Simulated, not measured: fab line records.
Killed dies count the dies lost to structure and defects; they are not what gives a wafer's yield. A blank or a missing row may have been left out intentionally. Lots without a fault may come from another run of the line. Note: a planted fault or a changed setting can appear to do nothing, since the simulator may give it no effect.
Which tool is to blame? -- flow gf180mcu -- 11 lots, 33 wafers sampled, at 4 steps of a route of 602

WHAT EACH GAUGE READ, for each wafer
GF_V3_BOW_MEAS_05. Usual: V3_BOW 120 um, standard deviation 7.6.
lot,measured,on,V3_BOW (um),flag
L519,day 21 10:41,film metro-02,122 121 125,
L520,day 21 19:41,film metro-02,126 124 142,
L522,day 22 19:53,film metro-04,121 123 120,
L524,day 23 13:19,film metro-02,110 113 122,
L526,day 24 08:53,film metro-01,120 115 121,
L527,day 24 16:04,film metro-02,115 117 122,
L528,day 25 05:26,film metro-04,126 125 118,
L534,day 27 07:34,film metro-04,123 113 119,
L537,day 27 19:53,film metro-04,116 117 117,
L539,day 28 08:08,film metro-04,125 110 121,
L540,day 28 14:22,film metro-02,127 127 128,

GF_M4_RS_MEAS_05: the measuring method here is four-point-probe. Usual: M4_ALCU_RS 0.0696 ohm/sq, standard deviation 0.0007.
lot,measured,on,M4_ALCU_RS (ohm/sq),flag
L519,day 22 12:14,film metro-04,0.0686 0.0686 0.0680,
L520,day 22 21:28,film metro-02,0.0690 0.0690 0.0697,
L522,day 23 20:26,film metro-04,0.0692 0.0688 0.0690,
L524,day 24 14:11,film metro-03,0.0704 0.0696 0.0697,
L526,day 25 08:05,film metro-03,0.0703 0.0699 0.0699,
L527,day 25 15:55,film metro-03,0.0696 0.0702 0.0702,
L528,day 26 04:32,film metro-03,0.0702 0.0699 0.0696,
L534,day 28 05:10,film metro-02,0.0704 0.0697 0.0696,
L537,day 28 16:45,film metro-02,0.0694 0.0697 0.0690,
L539,day 29 05:14,film metro-02,0.0694 0.0696 0.0684,
L540,day 29 10:58,film metro-03,0.0700 0.0699 0.0699,

GF_V4_THK_MEAS_03. Usual: V4_CVD_02_THK 853 nm, standard deviation 11.
lot,measured,on,V4_CVD_02_THK (nm),flag
L519,day 23 12:34,film metro-03,836 847 857,
L520,day 23 21:02,film metro-04,828 841 851,
L522,day 24 19:00,film metro-01,858 870 882,
L524,day 25 13:11,film metro-04,846 844 849,
L526,day 26 05:47,film metro-04,846 856 850,
L527,day 26 14:11,film metro-03,844 868 863,
L528,day 27 01:46,film metro-04,851 841 856,
L534,day 29 01:31,film metro-01,842 846 860,
L537,day 29 12:32,film metro-04,857 857 862,
L539,day 30 01:39,film metro-04,736 749 753 735 749 753,OFF
L540,day 30 06:15,film metro-04,739 744 747 740 743 748,OFF

TOOL THAT RAN EACH LOT (tool first, then ch and the chambers of the sampled wafers, then the start)
lot,GF_V4_CVD_02
L519,"pecvd-02 ch 1,2, day 23 12:29"
L520,"pecvd-02 ch 0,1,2, day 23 20:58"
L522,"pecvd-01 ch 1,2, day 24 18:55"
L524,"pecvd-01 ch 0,1,2, day 25 13:07"
L526,"pecvd-04 ch 0,1,2, day 26 05:43"
L527,"pecvd-04 ch 0,2, day 26 14:05"
L528,"pecvd-04 ch 0,2, day 27 01:42"
L534,"pecvd-01 ch 1,2, day 29 01:26"
L537,"pecvd-04 ch 1,2, day 29 12:26"
L539,"pecvd-04 ch 1,2, day 30 01:35"
L540,"pecvd-04 ch 0,1, day 30 06:10"
- GF_V4_CVD_02: deposits SiO2 from TEOS, target thk 850 nm, time 94.851 s.

WHAT THE TOOLS THEMSELVES READ (means of the sampled wafers that have a number; where no wafer has one, the mark that the record gives instead)
GF_V4_CVD_02. Usual: heater power w 634 W, standard deviation 120; susceptor temp C 400.00 C, standard deviation 0.22.
lot,tool,heater power w (W),susceptor temp C (C),flag
L519,pecvd-02,583,400.09,
L520,pecvd-02,701,399.93,
L522,pecvd-01,680,399.90,
L524,pecvd-01,578,400.00,
L526,pecvd-04,624,400.02,
L527,pecvd-04,603,399.83,
L528,pecvd-04,581,400.14,
L534,pecvd-01,695,399.99,
L537,pecvd-04,651,400.10,
L539,pecvd-04,576,399.92,
L540,pecvd-04,637,399.86,

THE ANSWER, worked out from the rows above alone
Rule: take the mean of a lot's wafers that have a number; if it is more than 3 standard deviations from the usual mean, the lot is off. A lot without any number at a reading at which 4 lots or more have one is off too. The other lots that the step has rows for count as sound. The gauges are gone through in route order, then the tools' own readings, and for those a lot's mean is taken as printed above. At the first step where some lot is off, the reading lying furthest off is the one used; lots without a number count as furthest.
Off: L539, L540, seen at GF_V4_THK_MEAS_03 (V4_CVD_02_THK).
A tool fits if, at a process step before that reading, it ran every lot that is off, and no sound lot after the first of them. Gauges at GF_V4_THK_MEAS_03: tried the same way as those tools. Undecided on this evidence; 2 tools fit (pecvd-04 at GF_V4_CVD_02, film metro-04 at GF_V4_THK_MEAS_03).

WHAT HAD BEEN PUT IN BY THE SIMULATOR
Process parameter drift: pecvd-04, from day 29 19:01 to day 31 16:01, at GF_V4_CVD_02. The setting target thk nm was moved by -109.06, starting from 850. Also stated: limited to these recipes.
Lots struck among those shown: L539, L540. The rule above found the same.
